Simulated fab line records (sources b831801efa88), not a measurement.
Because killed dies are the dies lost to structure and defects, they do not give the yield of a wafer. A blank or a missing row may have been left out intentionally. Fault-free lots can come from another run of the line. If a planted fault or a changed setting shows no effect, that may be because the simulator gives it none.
Matching of chambers ; flow sky130 ; rie_si-02 running SKY_FIELD_ISO_ETCH_17: 4 sister chambers
The step etches Si in HBr/Cl2/O2, target depth 342 nm, time 97.7 s. 14 wafers are shown with their chamber, then 7 later ones without.

## WAFERS PAIRED WITH THEIR CHAMBERS
wafer;chamber;drypump_motor_current_A (A);oes_product_au (a.u.);throttle_valve_pct (%)
L289.2;1;5.6;1.003;25.652
L289.4;3;5.6;1.007;25.660
L289.5;2;5.7;1.012;25.655
L290.1;3;5.6;1.017;25.649
L290.3;1;5.5;1.010;25.634
L290.5;0;5.2;1.017;25.630
L293.2;0;5.2;1.028;25.645
L293.4;0;5.2;1.024;25.637
L293.5;2;5.7;1.013;25.646
L294.4;3;5.6;0.990;25.652
L294.5;0;5.2;1.013;25.640
L294.6;3;5.6;1.008;25.655
L296.1;1;5.5;1.007;25.643
L296.4;2;5.6;1.010;25.668

SIGNATURES (averages over the wafers above)
reading;chamber 0;chamber 1;chamber 2;chamber 3;scatter within a chamber
drypump_motor_current_A;5.200;5.533;5.667;5.600;0.0365
oes_product_au;1.02050;1.00667;1.01167;1.00550;0.0074
throttle_valve_pct;25.63800;25.64300;25.65633;25.65400;0.00769
Rule: a wafer's distance from a chamber is the root of the sum, over the readings, of the square of ((its reading less the chamber's mean) divided by the reading's scatter). If the next closest chamber is less than 2 further off than the closest, the wafer can't be placed; otherwise it belongs to the closest. The scatter: take each reading less its chamber's mean, square it, sum over the shown wafers, divide by the number of wafers less the number of chambers, and take the root.

## WAFERS WHOSE CHAMBER IS MISSING
wafer;drypump_motor_current_A (A);oes_product_au (a.u.);throttle_valve_pct (%)
L296.6;5.3;1.022;25.646
L297.1;5.5;1.016;25.649
L297.3;5.6;1.005;25.662
L297.6;5.7;1.003;25.657
L298.1;5.6;1.003;25.659
L298.2;5.7;1.010;25.652
L298.6;5.6;1.002;25.663

## THE CHAMBER EACH PASSED THROUGH
wafer;from the rows above;in truth
L296.6;0;0
L297.1;can't be placed: 1 or 3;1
L297.3;can't be placed: 3 or 2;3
L297.6;can't be placed: 2 or 3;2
L298.1;can't be placed: 3 or 2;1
L298.2;can't be placed: 2 or 3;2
L298.6;can't be placed: 3 or 2 or 1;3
1 of 7 placed correctly. Cannot be placed on the basis of these rows: 6; the candidates contain the true chamber in 5. Number placed wrongly: 0.
